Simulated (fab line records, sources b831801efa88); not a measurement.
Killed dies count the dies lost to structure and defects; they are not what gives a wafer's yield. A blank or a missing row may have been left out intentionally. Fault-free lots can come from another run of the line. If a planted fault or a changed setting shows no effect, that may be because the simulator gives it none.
A struck lot beside a sound one | flow sky130 | 26 steps out of a route of 708
Sound: wafers L728.1, L728.3, L728.5. The struck wafers were L739.1, L739.2, L739.5. At the end, the cause is stated.
At each step with rows: each side's tool, then ch and its chambers, then its first start. Under that, the readings that differ: sound wafers | struck wafers | difference of the means | sigmas: that difference in standard deviations of wafers without a fault.
alike: same words and numbers on both sides, and readings whose means sit less than 2 such deviations apart. not compared: any withheld reading, any reading some wafer has no value for, any bound like >300 that may hide the same value, and any number with overlapping values for which the record gives no deviation.
A row with sigmas, a row that says differs or no value, or rows on one side alone: a step with any of these is where the two part. When numbers do not overlap yet have no deviation, they are printed without sigmas and do not part them. A reading that every wafer of one side lacks parts them only if that side has two wafers or more.

first, 3 steps without rows for these wafers: SKY_CAP2M_EXPOSE_09 (exposes mask CAP2M, target cd 1000 nm); SKY_CAP2M_PEB_10; SKY_CAP2M_DEVELOP_11 (develop time 60 s).
SKY_CAP2M_OVL_MEAS_12:
  sound on overlay-02, day 41 08:44; struck on overlay-01, day 44 15:20
  alike: CAP2M_OVL
SKY_CAP2M_METAL_ETCH_13: etches TiN in Cl2/BCl3, stops on SiO2, target depth 220 nm, time 61.56 s.
  sound on rie-metal-03 ch 1, day 41 08:47; struck on rie-metal-01 ch 0,1, day 44 15:22
  alike: bcl3-flow-sccm, drypump-motor-current-A, oes-product-au, throttle-valve-pct
  not compared: rf-hours-counter-h
SKY_CAP2M_STRIP_14: strips in O2/N2.
  sound on plasma-asher-04 ch 0,1, day 41 08:52; struck on plasma-asher-02 ch 0,1, day 44 15:27
  alike: drypump-motor-current-A, oes-product-au, strip-time-to-endpoint-s
  not compared: rf-hours-counter-h
then, 6 steps without rows for these wafers: SKY_CAP2M_STRIP_15 (strips in post etch residue remover, time 1200 s); SKY_CAP2M_CLEAN_16 (cleans in IPA, time 180 s); SKY_CAP2M_CLEAN_17 (cleans in O3/DIW); SKY_METAL4_DEHYDRATE_05 (time 60 s); SKY_METAL4_HMDS_06 (prime time 60 s); SKY_METAL4_COAT_07 (resist thk 60 nm).
SKY_METAL4_COAT_08: resist thk 1140 nm.
  sound on litho-track-01 ch 0, day 41 22:00; struck on litho-track-01 ch 0, day 45 03:00
  reading                                       | sound          | struck         | difference | sigmas
  model.KrF-thick_of_METAL4_COAT_08.thk-nm (nm) | 1139 1136 1139 | 1197 1197 1199 | +60        |
  alike: dispense-pressure-kPa
then, 4 steps without rows for these wafers: SKY_METAL4_SOFTBAKE_09 (time 90 s); SKY_METAL4_EXPOSE_10 (exposes mask MM4, target cd 300 nm); SKY_METAL4_PEB_11; SKY_METAL4_DEVELOP_12 (develop time 60 s).
SKY_METAL4_CD_MEAS_13: the cd target is 300 nm.
  sound on cd-sem-01, day 42 09:50; struck on cd-sem-01, day 45 13:17
  reading    | sound             | struck            | difference | sigmas
  cd-nm (nm) | 299.4 298.0 299.2 | 304.4 304.4 304.4 | +5.5       | +4
SKY_METAL4_OVL_MEAS_14:
  sound on overlay-02, day 42 09:58; struck on overlay-02, day 45 13:25
  reading         | sound     | struck | difference | sigmas
  METAL4_OVL (nm) | -3 -9 -13 | -2 3 8 | +11        | +2
SKY_METAL4_DESCUM_15: chemistry O2, time 8 s.
  sound on rie-metal-04 ch 0, day 42 09:59; struck on rie-metal-02 ch 0,1, day 45 13:26
  alike: drypump-motor-current-A, oes-product-au
  not compared: rf-hours-counter-h
SKY_METAL4_ETCH_16: etches BARC in N2/H2, stops on SiO2, time 88.2 s, target depth 60 nm.
  sound on rie-metal-04 ch 0, day 42 10:04; struck on rie-metal-02 ch 0,1, day 45 13:28
  alike: drypump-motor-current-A, oes-product-au, throttle-valve-pct
  not compared: rf-hours-counter-h
SKY_METAL4_ETCH_17: etches SiO2 in C4F8/O2/Ar, stops on TiN, time 3.9 s, target depth 15 nm.
  sound on rie-diel-03 ch 1,2, day 42 10:15; struck on rie-diel-01 ch 0,2,3, day 45 13:34
  alike: oes-product-au
  not compared: rf-hours-counter-h
SKY_METAL4_METAL_ETCH_18: etches the open film in Cl2/BCl3, stops on SiO2, target depth 845 nm, time 175.1 s.
  sound on rie-metal-03 ch 0, day 42 10:16; struck on rie-metal-03 ch 0,1, day 45 13:35
  reading                                       | sound         | struck            | difference | sigmas
  model.KrF-thick_of_METAL4_COAT_08.thk-nm (nm) | 552 548.6 550 | 610.9 603.9 601.9 | +55.4      |
  alike: bcl3-flow-sccm, drypump-motor-current-A, oes-product-au, throttle-valve-pct
  not compared: rf-hours-counter-h
SKY_METAL4_STRIP_19: strips in O2/N2.
  sound on plasma-asher-02 ch 0,1, day 42 10:38; struck on plasma-asher-02 ch 0,1, day 45 13:46
  reading                      | sound             | struck            | difference | sigmas
  oes-product-au (a.u.)        | 0.522 0.506 0.505 | 0.535 0.532 0.538 | +0.024     | +4
  strip-time-to-endpoint-s (s) | 6.80 6.76 6.76    | 7.37 7.31 7.28    | +0.55      | +8
  alike: drypump-motor-current-A
  not compared: rf-hours-counter-h
then, 1 step without rows for these wafers: SKY_METAL4_STRIP_20 (strips in post etch residue remover, time 1200 s).
SKY_PAD_OPEN_PROBE_99:
  rows exist in the record for the sound wafers here (prober-01, day 46 08:35), none for the struck ones

== WHERE THEY PART ==
Earliest at SKY_METAL4_CD_MEAS_13; latest, in this record, at SKY_PAD_OPEN_PROBE_99.

WHY: what the simulator had put in
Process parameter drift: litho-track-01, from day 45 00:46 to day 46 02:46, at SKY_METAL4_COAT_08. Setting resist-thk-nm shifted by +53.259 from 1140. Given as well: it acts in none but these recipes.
